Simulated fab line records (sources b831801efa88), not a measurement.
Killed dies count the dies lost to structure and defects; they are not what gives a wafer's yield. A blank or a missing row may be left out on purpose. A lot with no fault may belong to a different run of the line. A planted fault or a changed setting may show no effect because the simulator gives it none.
Problem report, 8D (eight disciplines) form, completed by code -- flow sky130 -- the parts of the form that need people (team, actions taken, sign-off) are left out

1. PROBLEM STATEMENT
At SKY_SD_N_RTA_14, rampUpCPerS averages 44.99 over 6 wafers from 2 lots, while fault-free wafers read 150.00, standard deviation 0.028. So: -99 or more standard deviations from the usual mean.
The step: time 2 s.
Seen first at day 32 14:35 on rtpAnneal-01, wafer L325.1. At this step, 18 wafers from 6 lots have a number in the record. The rule behind "out" and "out of limits": a value lying over 4 standard deviations away from the usual mean. All remaining wafers that have a number are taken as sound.

2. WHAT IT IS AND WHAT IT IS NOT
question,is,is not
which readings at this step,rampUpCPerS,"lampPowerPct, wafer_temp_C_max"
which lots,"L325, L326","L314, L318, L333, L335"
which wafers of those lots,all that have a number,-
read on which tools,rtpAnneal-01,rtpAnneal-02
when,from day 32 14:35,"up to then (6 sound wafers); but 6 sound wafers of L333, L335 came after"

3. SUSPECTS, AND WHAT RULES EACH OUT
Counting: a tool at any process step up to the reading remains a suspect when it ran all the lots that are out and ran no sound lot after the first of those.
- rtpAnneal-01 at SKY_SD_N_RTA_14 (time 2 s): kept. It ran every lot that is out, first L325 (day 32 14:35), and no sound lot after that; its last sound lot up to then is L318 (day 29 10:50). Its own rampUpCPerS readings are out on those wafers.
After counting, what remains is rtpAnneal-01 at SKY_SD_N_RTA_14.

4. THE CAUSE (what the simulator had put in)
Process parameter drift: rtpAnneal-01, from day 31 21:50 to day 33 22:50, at SKY_SD_N_RTA_14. Setting rampUpCPerS, moved by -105, from 150. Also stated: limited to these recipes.
The count eliminated every tool but this one.

5. SEQUENCE OF EFFECTS, ordered by route
Each row: a reading where the mean over the struck wafers with a number is more than 3 standard deviations away from the usual. Only readings for which the record gives a usual standard deviation are gone through. hours: the time from each lot's start at the first step in this table that gives one to its start at this step, as a median over the lots. sigmas: the change in usual standard deviations.
hours,step,reading,usual,on struck wafers,change,sigmas
0,SKY_SD_N_RTA_14,rampUpCPerS,150.00,44.99,-105.01,-99 or more
Process steps it contains:
- SKY_SD_N_RTA_14: time 2 s.

6. WHAT WOULD HAVE CAUGHT IT SOONER
In this record the first reading out of limits was taken at day 32 14:35, 17 hours after the fault began at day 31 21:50.
